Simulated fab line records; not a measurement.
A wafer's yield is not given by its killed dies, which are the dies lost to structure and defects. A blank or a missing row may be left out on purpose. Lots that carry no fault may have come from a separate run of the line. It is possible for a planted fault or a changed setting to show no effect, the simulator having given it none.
Matching of chambers | flow gf180mcu | pecvd-01 running GF_V4_CVD_02: 3 sister chambers
The step deposits SiO2 from TEOS, target thk 850 nm, time 94.851 s. 14 wafers are shown with their chamber, then 7 later ones without.

WAFERS, EACH WITH ITS CHAMBER
wafer  | chamber | heater-power-w (W)
L643.2 | 2       | 764
L643.3 | 1       | 560
L643.6 | 0       | 475
L644.1 | 0       | 509
L644.4 | 1       | 513
L644.6 | 2       | 731
L646.2 | 1       | 613
L646.3 | 0       | 505
L646.6 | 2       | 710
L653.1 | 0       | 609
L653.4 | 2       | 612
L653.5 | 1       | 522
L654.1 | 0       | 508
L654.5 | 2       | 739

SIGNATURES, as means of the wafers listed above
reading        | chamber 0 | chamber 1 | chamber 2 | scatter within a chamber
heater-power-w | 521.20    | 552.00    | 711.20    | 52.6
Rule: a wafer's distance from a chamber is the root of the sum, over the readings, of the square of ((its reading less the chamber's mean) divided by the reading's scatter). If the next closest chamber is less than 2 further off than the closest, the wafer can't be placed; otherwise it belongs to the closest. The scatter: take each reading less its chamber's mean, square it, sum over the shown wafers, divide by the number of wafers less the number of chambers, and take the root.

WAFERS MISSING THEIR CHAMBER
wafer  | heater-power-w (W)
L654.6 | 595
L655.1 | 521
L655.3 | 715
L655.5 | 503
L661.1 | 605
L661.3 | 504
L661.4 | 557

THE CHAMBER EACH PASSED THROUGH
wafer  | from the rows above          | in truth
L654.6 | can't be placed: 1 or 0 or 2 | 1
L655.1 | can't be placed: 0 or 1      | 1
L655.3 | 2                            | 2
L655.5 | can't be placed: 0 or 1      | 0
L661.1 | can't be placed: 1 or 0 or 2 | 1
L661.3 | can't be placed: 0 or 1      | 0
L661.4 | can't be placed: 1 or 0      | 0
Placed correctly: 1 of 7. Unplaceable from these rows: 6, with the true chamber sitting among the candidates in 6. Placed wrongly: 0.
